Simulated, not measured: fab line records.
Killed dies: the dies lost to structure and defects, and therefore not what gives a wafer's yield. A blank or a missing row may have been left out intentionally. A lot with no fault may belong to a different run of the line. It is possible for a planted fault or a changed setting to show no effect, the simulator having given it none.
fab line records	flow sky130
record: lots: 12	wafers: 36	lastDay: 50
route steps=708 shown LI_CONTACT@383 CONTACT@410 METAL1@439 PAD_OPEN@708
lots with no fault: from the same line, run without faults
startH: the number of hours between the record's first day and the start of the first shown wafer of the lot	waitH: how many hours have passed since the lot's step before this one	" repeats the value in the row above	L1.1+2: a row that stands for several wafers	- no value present, or no start provided	* or withheld: withheld	< > ~ a bound
route shown NAME@n: a module of which the file shows steps, and the number in the route of the first	usual: average and standard deviation across the fault-free wafers	same: alike in all rows	chamber/n: place in a boat	sites: the reading at each site	_std_site: standard deviation across them	_edge_site: outer sites' mean less inner sites'	radiusMm: for every site, how far away it sits from the centre of the wafer	mask NAME#n: copy n	behind: the tool/chamber that last shaped the wafer	hold: why the lot was held/for how many hours/how that ended	device: which transistor (n, p or np) failed to switch	end of line: the same wafers' tests at the end of the route	for a step that has no rows: nothing shown but its recipe	killed: dies that structure and defects cost at the first sort, which is not the same as the wafer's yield	map: a wafer's dies, marking killed ones x, the rest . and places with no die _
set.NAME: setting as actually run; set.NAME@STEP: the setting as run at that earlier step	model.NAME: the simulator's own value behind a step, which no gauge read
route steps across a sampled set of lots; one table per step, one row per wafer
services: the hour from which a tool's chamber was out of use, counted from the record's first day as startH (under 0 if before that day), plus the number of hours and why
== steps ==
step: SKY_LI_CONTACT_CVD_21
recipe: material: W	targetThkNm: 400	timeS: 120.56	tempC: 400	pressureTorr: 40
usual: heaterPowerW: 861/48
lot.wafer	tool	chamber	startH	waitH	heaterPowerW
L689.2	cvdW-01	1	680.50	0.0	815
L689.3	"	1	"	"	844
L689.6	"	1	"	"	800
L690.1	cvdW-02	1	690.01	0.0	939
L690.2	"	0	"	"	853
L690.3	"	1	"	"	949
L691.2	cvdW-01	1	696.55	0.0	811
L691.4	"	0	"	"	882
L691.5	"	1	"	"	806
L692.2	cvdW-01	1	711.92	0.0	841
L692.3	"	0	"	"	867
L692.6	"	1	"	"	801
L694.2	cvdW-02	0	730.90	0.1	836
L694.5	"	0	"	"	842
L694.6	"	0	"	"	844
L697.4	cvdW-02	1	743.85	0.1	955
L697.5	"	1	"	"	990
L697.6	"	0	"	"	853
L700.1	cvdW-02	1	768.57	0.0	930
L700.2	"	0	"	"	830
L700.5	"	0	"	"	844
L702.2	cvdW-02	1	778.16	0.0	949
L702.3	"	0	"	"	825
L702.6	"	0	"	"	829
L701.3	cvdW-01	1	779.27	0.1	819
L701.5	"	0	"	"	851
L701.6	"	1	"	"	829
L708.1	cvdW-01	1	827.71	0.0	832
L708.2	"	0	"	"	870
L708.4	"	1	"	"	836
L710.3	cvdW-01	0	840.20	0.1	839
L710.4	"	1	"	"	808
L710.5	"	0	"	"	861
L709.1	cvdW-02	0	842.05	0.0	839
L709.3	"	1	"	"	924
L709.6	"	0	"	"	826
step: SKY_CONTACT_CMP_04
recipe: material: SiO2	downForcePsi: 4.101	platenRpm: 60	padVelocityMS: 0.94248
usual: edgeZonePressureFrac: 0.999/0.0056	headPressurePsi: 4.100/0.0091	motorCurrentA: 12.4/1.3	slurryFlowMlMin: 150.0/0.45	timeToEndpointS: 83/3.5
lot.wafer	tool	chamber	startH	waitH	edgeZonePressureFrac	headPressurePsi	motorCurrentA	slurryFlowMlMin	timeToEndpointS
L689.2	cmp-02	2	710.27	0.0	1.001	4.085	12.8	149.5	77
L689.3	"	0	"	"	1.007	4.115	11.6	149.6	78
L689.6	"	3	"	"	0.993	4.101	10.3	149.3	83
L690.2	cmp-01	2	719.83	0.1	1.005	4.091	11.9	150.5	81
L690.1	"	3	"	"	1.010	4.094	14.0	150.1	83
L690.3	"	0	"	"	0.998	4.110	11.3	150.7	80
L691.2	cmp-01	3	725.34	0.1	1.002	4.105	13.8	148.9	79
L691.4	"	0	"	"	1.002	4.108	11.3	149.8	81
L691.5	"	2	"	"	0.995	4.102	12.1	150.6	79
L692.3	cmp-01	1	740.68	0.0	1.002	4.103	14.3	150.3	83
L692.2	"	2	"	"	0.999	4.087	12.0	150.3	78
L692.6	"	1	"	"	1.002	4.111	14.2	150.1	83
L694.2	cmp-02	2	760.75	0.2	1.010	4.093	12.4	149.7	83
L694.5	"	3	"	"	0.997	4.102	10.9	150.0	89
L694.6	"	0	"	"	0.988	4.092	12.4	149.8	86
L697.4	cmp-02	3	772.39	0.0	1.000	4.108	10.5	150.2	89
L697.5	"	3	"	"	0.992	4.106	10.8	150.1	87
L697.6	"	0	"	"	0.999	4.092	11.4	150.0	87
L700.1	cmp-01	1	796.88	0.1	0.996	4.097	13.8	149.7	84
L700.2	"	3	"	"	1.007	4.111	14.9	149.9	82
L700.5	"	1	"	"	0.996	4.105	14.7	149.3	81
L702.3	cmp-02	0	807.34	0.0	0.997	4.098	11.4	149.5	89
L702.2	"	2	"	"	0.997	4.108	12.4	149.6	83
L702.6	"	0	"	"	0.992	4.100	12.2	149.3	85
L701.3	cmp-02	2	807.81	0.1	0.998	4.093	12.3	149.6	83
L701.6	"	1	"	"	1.000	4.106	13.3	150.6	80
L701.5	"	2	"	"	1.000	4.101	11.8	149.9	80
L708.4	cmp-01	2	856.11	0.0	0.997	4.097	12.2	149.9	72
L708.1	"	0	"	"	1.008	4.106	11.5	150.4	79
L708.2	"	1	"	"	1.004	4.107	14.0	150.7	83
L710.4	cmp-01	3	867.03	0.0	0.999	4.118	14.8	149.9	85
L710.3	"	2	"	"	0.991	4.096	12.5	149.4	78
L710.5	"	3	"	"	0.996	4.106	14.8	150.1	81
L709.3	cmp-01	3	868.83	0.0	1.001	4.094	14.4	149.6	81
L709.1	"	0	"	"	1.006	4.102	11.7	149.8	80
L709.6	"	0	"	"	1.001	4.088	11.4	150.3	82
step: SKY_CONTACT_COAT_08
recipe: resist: BARC	tempC: withheld	timeS: withheld	spinRpm: 3000	resistThkNm: 60
usual: dispensePressureKPa: 49.7/1.9
lot.wafer	tool	chamber	startH	waitH	dispensePressureKPa
L689.2	lithoTrack-01	0	723.93	0.1	50.6
L689.3	"	0	"	"	50.5
L689.6	"	0	"	"	50.5
L690.1	lithoTrack-01	0	732.81	0.1	50.5
L690.2	"	0	"	"	50.5
L690.3	"	0	"	"	50.5
L691.2	lithoTrack-02	0	738.47	0.1	51.3
L691.4	"	0	"	"	51.3
L691.5	"	0	"	"	51.3
L692.2	lithoTrack-01	0	754.38	0.1	50.5
L692.3	"	0	"	"	50.5
L692.6	"	0	"	"	50.5
L694.2	lithoTrack-02	0	773.92	0.1	51.3
L694.5	"	0	"	"	51.3
L694.6	"	0	"	"	51.3
L697.4	lithoTrack-02	0	786.12	0.1	51.3
L697.5	"	0	"	"	51.3
L697.6	"	0	"	"	51.3
L700.1	lithoTrack-03	0	811.04	0.1	46.5
L700.2	"	0	"	"	46.5
L700.5	"	0	"	"	46.5
L702.2	lithoTrack-01	0	821.23	0.1	50.5
L702.3	"	0	"	"	50.5
L702.6	"	0	"	"	50.5
L701.3	lithoTrack-02	0	821.75	0.1	51.3
L701.5	"	0	"	"	51.3
L701.6	"	0	"	"	51.2
L708.1	lithoTrack-01	0	868.86	0.1	50.5
L708.2	"	0	"	"	50.6
L708.4	"	0	"	"	50.5
L710.3	lithoTrack-01	0	880.41	0.1	50.5
L710.4	"	0	"	"	50.5
L710.5	"	0	"	"	50.5
L709.1	lithoTrack-01	0	881.76	0.1	50.6
L709.3	"	0	"	"	50.5
L709.6	"	0	"	"	50.5
step: SKY_CONTACT_ETCH_16
recipe: chemistry: N2/H2	target: BARC	ionEnergyEv: 200	sourceW: 500	biasW: 100	pressureMtorr: 30	n2FlowSccm: 100	h2FlowSccm: 200	stopOn: SiO2	timeS: 45.9	targetDepthA: 600
usual: drypumpMotorCurrentA: 5.8/0.48	oesProductAu: 0.855/0.0047	throttleValvePct: 13.225/0.0092
lot.wafer	tool	chamber	startH	waitH	drypumpMotorCurrentA	oesProductAu	rfHoursCounterH	throttleValvePct
L689.2	rieDiel-02	1	737.92	0.0	6.6	0.854	4	13.210
L689.3	"	2	"	"	5.8	0.857	4	13.218
L689.6	"	0	"	"	5.2	0.857	-	13.218
L690.1	rieDiel-04	3	747.15	0.0	6.3	0.858	11	13.234
L690.2	"	2	"	"	5.2	0.846	9	13.227
L690.3	"	0	"	"	6.5	0.857	1	13.222
L691.2	rieDiel-04	3	752.12	0.0	6.2	0.858	11	13.234
L691.4	"	1	"	"	5.7	0.859	13	13.233
L691.5	"	1	"	"	5.7	0.848	-	13.233
L692.2	rieDiel-04	1	767.67	0.0	5.7	0.859	14	13.231
L692.3	"	3	"	"	6.3	0.848	11	13.220
L692.6	"	1	"	"	5.7	0.866	-	13.208
L694.2	rieDiel-01	1	787.92	0.0	6.3	0.850	14	13.241
L694.5	"	0	"	"	5.7	0.858	-	13.223
L694.6	"	1	"	"	6.3	0.866	-	13.219
L697.4	rieDiel-04	3	798.92	0.0	6.2	0.852	12	13.227
L697.5	"	3	"	"	6.2	0.853	-	13.227
L697.6	"	2	"	"	5.2	0.853	-	13.215
L700.1	rieDiel-01	2	824.65	0.0	5.4	0.848	24	13.237
L700.2	"	1	"	"	6.3	0.857	15	13.226
L700.5	"	2	"	"	5.4	0.849	-	13.230
L702.2	rieDiel-01	2	834.56	0.0	5.4	0.847	24	13.218
L702.3	"	3	"	"	5.3	0.864	12	13.216
L702.6	"	1	"	"	6.3	0.854	-	13.224
L701.3	rieDiel-02	0	834.97	0.0	5.2	0.855	25	13.225
L701.5	"	3	"	"	5.3	0.863	-	13.220
L701.6	"	0	"	"	5.3	0.852	-	13.221
L708.1	rieDiel-04	3	882.05	0.0	6.2	0.880	15	13.237
L708.2	"	0	"	"	6.5	0.871	4	13.225
L708.4	"	1	"	"	5.7	0.864	17	13.226
L710.3	rieDiel-04	1	893.72	0.0	5.7	0.871	18	13.231
L710.4	"	2	"	"	5.2	0.874	13	13.216
L710.5	"	3	"	"	6.2	0.867	-	13.231
L709.1	rieDiel-01	2	894.87	0.0	5.4	0.868	26	13.223
L709.3	"	0	"	"	5.7	0.869	23	13.233
L709.6	"	1	"	"	6.4	0.863	-	13.238
step: SKY_METAL1_RS_MEAS_05
recipe: thkMeasGauge: four-point-probe	reads: TiN_of_METAL1_SPUTTER_04+Ti_of_METAL1_SPUTTER_03+AlCu_of_METAL1_SPUTTER_02+TiN_of_METAL1_SPUTTER_01+Ti_of_METAL1_SPUTTER_00
usual: METAL1_ALCU_RS: 0.1269/0.0012
lot.wafer	tool	chamber	startH	waitH	METAL1_ALCU_RS[ohm/sq]
L689.2	filmMetro-03	-	739.45	0.0	0.1269
L689.3	"	-	"	"	0.1266
L689.6	"	-	"	"	0.1276
L690.1	filmMetro-01	-	748.66	0.0	0.1252
L690.2	"	-	"	"	0.1252
L690.3	"	-	"	"	0.1256
L691.2	filmMetro-03	-	753.66	0.0	0.1262
L691.4	"	-	"	"	0.1276
L691.5	"	-	"	"	0.1257
L692.2	filmMetro-01	-	769.24	0.0	0.1261
L692.3	"	-	"	"	0.1268
L692.6	"	-	"	"	0.1263
L694.2	filmMetro-01	-	789.48	0.0	0.1252
L694.5	"	-	"	"	0.1270
L694.6	"	-	"	"	0.1251
L697.4	filmMetro-01	-	800.92	0.1	0.1257
L697.5	"	-	"	"	0.1268
L697.6	"	-	"	"	0.1270
L700.1	filmMetro-01	-	826.35	0.0	0.1269
L700.2	"	-	"	"	0.1267
L700.5	"	-	"	"	0.1260
L702.2	filmMetro-01	-	836.17	0.0	0.1298
L702.3	"	-	"	"	0.1288
L702.6	"	-	"	"	0.1282
L701.3	filmMetro-02	-	836.59	0.1	0.1279
L701.5	"	-	"	"	0.1269
L701.6	"	-	"	"	0.1273
L708.1	filmMetro-01	-	883.63	0.0	0.1272
L708.2	"	-	"	"	0.1287
L708.4	"	-	"	"	0.1265
L710.3	filmMetro-02	-	895.30	0.1	0.1280
L710.4	"	-	"	"	0.1264
L710.5	"	-	"	"	0.1261
L709.1	filmMetro-01	-	896.44	0.0	0.1268
L709.3	"	-	"	"	0.1267
L709.6	"	-	"	"	0.1288
step: SKY_PAD_OPEN_PROBE_99
usual: killed_at_M0_to_M3: 43/6.8	killed_at_M4_up: 3.1/1.6	killedAtContacts: 24/5.4	killedAtFrontEnd: 16/4.4	killedAtOther: 0.2/0.48	killedDies: 87/8.8	killedOpen: 48/6.4	killedShort: 39/6.2
same: grossDies: 492	killedAtBackSide: 0
lot.wafer	tool	chamber	startH	waitH	killed_at_M0_to_M3	killed_at_M4_up	killedAtContacts	killedAtFrontEnd	killedAtOther	killedDies	killedOpen	killedShort
L701.3	prober-01	-	1149.15	0.2	37	0	24	25	0	86	47	39
L701.5	prober-01	-	1149.25	0.2	44	3	28	16	0	91	58	33
L701.6	prober-01	-	1149.30	0.2	38	3	24	11	0	76	43	33
L702.2	prober-02	-	1151.74	0.1	44	3	17	13	0	77	37	40
L702.3	prober-02	-	1151.79	0.2	45	5	21	9	0	80	48	32
L702.6	prober-02	-	1151.94	0.2	40	5	15	7	1	68	35	33
killed by level:class
L701.3 VIA1:geometricParticle:open=7 VIA2:geometricParticle:open=7 VIA3:geometricParticle:open=7 CONTACT:geometricParticle:short=6 FIELD_ISO:geometricParticle:short=5 POLY_GATE:geometricParticle:short=5 LI_CONTACT:geometricParticle:open=5 CONTACT:geometricParticle:open=5
L701.5 CONTACT:geometricParticle:open=13 VIA1:geometricParticle:open=11 VIA2:geometricParticle:open=11 METAL2:geometricParticle:short=7 LI_CONTACT:geometricParticle:open=7 FIELD_ISO:geometricParticle:open=6 METAL1:geometricParticle:short=5 POLY_GATE:geometricParticle:short=4
L701.6 LI_CONTACT:geometricParticle:open=7 CONTACT:geometricParticle:open=7 VIA1:geometricParticle:open=7 CONTACT:geometricParticle:short=6 METAL2:geometricParticle:short=6 VIA3:geometricParticle:open=6 VIA2:geometricParticle:short=5 VIA2:geometricParticle:open=5
L702.2 VIA1:geometricParticle:open=13 METAL1:geometricParticle:short=8 CONTACT:geometricParticle:open=6 METAL2:geometricParticle:short=6 VIA3:geometricParticle:short=5 POLY_GATE:geometricParticle:open=4 LOCAL_INTERCONNECT:geometricParticle:short=4 VIA1:geometricParticle:short=4
L702.3 VIA1:geometricParticle:open=11 CONTACT:geometricParticle:open=7 METAL2:geometricParticle:short=7 VIA2:geometricParticle:open=7 LI_CONTACT:geometricParticle:open=5 METAL1:geometricParticle:short=5 VIA3:geometricParticle:open=4 POLY_GATE:geometricParticle:open=3
L702.6 VIA1:geometricParticle:open=9 VIA3:geometricParticle:open=8 LI_CONTACT:geometricParticle:open=6 VIA1:geometricParticle:short=6 METAL2:geometricParticle:short=5 METAL4:geometricParticle:short=4 METAL3:geometricParticle:short=4 LI_CONTACT:geometricParticle:short=3
== services ==
tool	chamber	startH	hours	kind
cmp-02	-	657.50	5.9	pm
cmp-02	-	675.52	1.5	repair
cvdW-02	-	680.27	0.5	repair
cvdW-02	-	686.25	1.4	repair
cvdW-01	-	720.04	0.6	repair
cmp-01	-	720.61	3.9	repair
cvdW-01	1	722.38	1.3	repair
cvdW-02	1	723.84	8.3	repair
cmp-02	-	744.00	4.0	pm
cvdW-02	-	750.49	2.8	pm
rieDiel-04	2	767.37	5.5	repair
cmp-02	-	769.91	0.8	repair
cmp-02	-	780.19	1.7	repair
cvdW-02	0	797.68	13.3	repair
rieDiel-04	3	820.54	7.2	repair
cmp-02	-	821.38	4.5	pm
cvdW-02	-	828.51	0.6	repair
cmp-01	-	849.54	1.2	repair
cvdW-01	-	849.90	6.0	pm
rieDiel-04	0	851.15	15.5	repair
cvdW-02	1	866.69	14.3	repair
cmp-01	-	879.00	9.9	pm
cvdW-02	0	892.23	10.6	repair
cvdW-02	1	894.14	20.5	repair
== key ==
firstSign: step: SKY_CONTACT_ETCH_16	reading: oesProductAu	direction: up	sigmas: 3.2	usual: 0.855	struck: 0.870
effect none on later readings
metAt SKY_CONTACT_COAT_08
struckLots L708,L709,L710
testerLeftOut L708,L709,L710
notActingAt SKY_LI_CONTACT_CVD_21,SKY_CONTACT_CMP_04,SKY_METAL1_RS_MEAS_05
onsetBetween 821.23 868.86
alsoFits time
fault: kind: processParameterDrift	tool: lithoTrack-01	chamber: -	onsetH: 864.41	steps: SKY_CONTACT_COAT_08	channel: resistThkNm	offset: 1.8273	shape: step	endH: 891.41	actsIn: theseRecipesOnly	stated: 60
testerLeftOut: of these lots the tester's yield and bins aren't shown, on N5 and GAA mostly nor the transistor test; their killed dies are dies lost to structure and defects alone, not to doping, threshold or leakage, so they don't give the yield
